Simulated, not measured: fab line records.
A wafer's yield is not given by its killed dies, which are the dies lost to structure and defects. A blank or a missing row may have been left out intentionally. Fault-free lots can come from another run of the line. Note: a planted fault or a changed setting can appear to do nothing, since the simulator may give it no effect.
One fault through the eyes of 2 desks || flow gf180mcu || only its own numbers are on each desk; what lay behind them is given at the end

FROM THE METROLOGY DESK
Lot by lot, what the gauges showed, no matter which tool ran the lot: averages of those sampled wafers that carry a number. Marked OUT: a lot whose mean sits more than 4 standard deviations from the usual mean, which makes it out of limits; the brackets give that distance.
Columns: A = V1_W_THK at GF_V1_THK_MEAS_25, usual 353 nm; B = cdNm at GF_M2_CD_MEAS_14, usual 279.3 nm; C = cdNm at GF_M3_CD_MEAS_14, usual 279.5 nm; D = V3_BOW at GF_V3_BOW_MEAS_05, usual 118 um
{"lot": "L117", "first seen here": "day 18 08:25", "A": 347, "B": 278.8, "C": 279.9, "D": 121}
{"lot": "L119", "first seen here": "day 18 21:16", "A": 350, "B": 278.2, "C": 280.5, "D": 114}
{"lot": "L120", "first seen here": "day 19 13:42", "A": 353, "B": 279.6, "C": 280.0, "D": 114}
{"lot": "L121", "first seen here": "day 19 15:02", "A": 355, "B": 279.6, "C": 277.4, "D": 109}
{"lot": "L123", "first seen here": "day 20 16:55", "A": 360, "B": 280.2, "C": "274.4 (-5.3) OUT", "D": 123}
{"lot": "L126", "first seen here": "day 21 16:57", "A": 360, "B": 279.1, "C": "275.4 (-4.2) OUT", "D": 134}
{"lot": "L133", "first seen here": "day 23 22:19", "A": 361, "B": 279.9, "C": 280.3, "D": 113}
{"lot": "L135", "first seen here": "day 24 12:00", "A": 354, "B": 278.6, "C": 278.1, "D": 113}
{"lot": "L136", "first seen here": "day 25 03:25", "A": 348, "B": 279.1, "C": 279.1, "D": 110}
{"lot": "L137", "first seen here": "day 25 03:44", "A": 352, "B": 279.1, "C": 280.6, "D": 121}
{"lot": "L138", "first seen here": "day 25 11:47", "A": 356, "B": 279.3, "C": 280.0, "D": 112}
{"lot": "L139", "first seen here": "day 25 19:04", "A": 351, "B": 277.2, "C": 279.9, "D": 105}
{"lot": "L140", "first seen here": "day 26 03:39", "A": 354, "B": 277.3, "C": 279.9, "D": 122}
This desk's verdict: out of limits on L123, L126, starting with L123 at day 23 18:25 (cdNm at GF_M3_CD_MEAS_14). L117, L119, L120, L121, L133, L135, L136, L137, L138, L139, L140: within limits.

DESK OF THE TOOL OWNER: krfScanner-01
The tool's own readings at GF_M3_EXPOSE_11 (exposes mask Metal3, target cd 280 nm): means of the sampled wafers that have a number, for each lot that ran on this tool. Marked OUT: a lot whose mean sits more than 4 standard deviations from the usual mean, which makes it out of limits; the brackets give that distance.
Columns: A = stageVelMmS at GF_M3_EXPOSE_11, usual 499.95 mm/s
{"lot": "L117", "first seen here": "day 21 03:11", "A": 500.22}
{"lot": "L120", "first seen here": "day 22 05:55", "A": 499.86}
{"lot": "L123", "first seen here": "day 23 06:56", "A": 499.84}
{"lot": "L126", "first seen here": "day 24 05:26", "A": 499.80}
{"lot": "L135", "first seen here": "day 26 21:08", "A": 499.99}
{"lot": "L137", "first seen here": "day 27 11:38", "A": 499.66}
{"lot": "L138", "first seen here": "day 27 19:28", "A": 500.09}
Result from this desk: across the 7 lots, nothing is out of limits.

TAKEN TOGETHER
Metrology desk: alarm possible at day 23 18:25 on L123, L126.
Nothing out of limits was seen by the tool owner's desk.
On record at the tool owner's desk: L123, L126, within its limits.
Of the lots named, all ran GF_M3_EXPOSE_11 on krfScanner-01.

WHAT WAS PUT IN BY THE SIMULATOR
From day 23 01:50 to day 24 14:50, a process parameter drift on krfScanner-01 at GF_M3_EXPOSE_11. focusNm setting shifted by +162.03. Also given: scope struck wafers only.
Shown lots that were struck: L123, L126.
Hours from the fault's start to each desk's first reading out of limits: the metrology desk, 17.
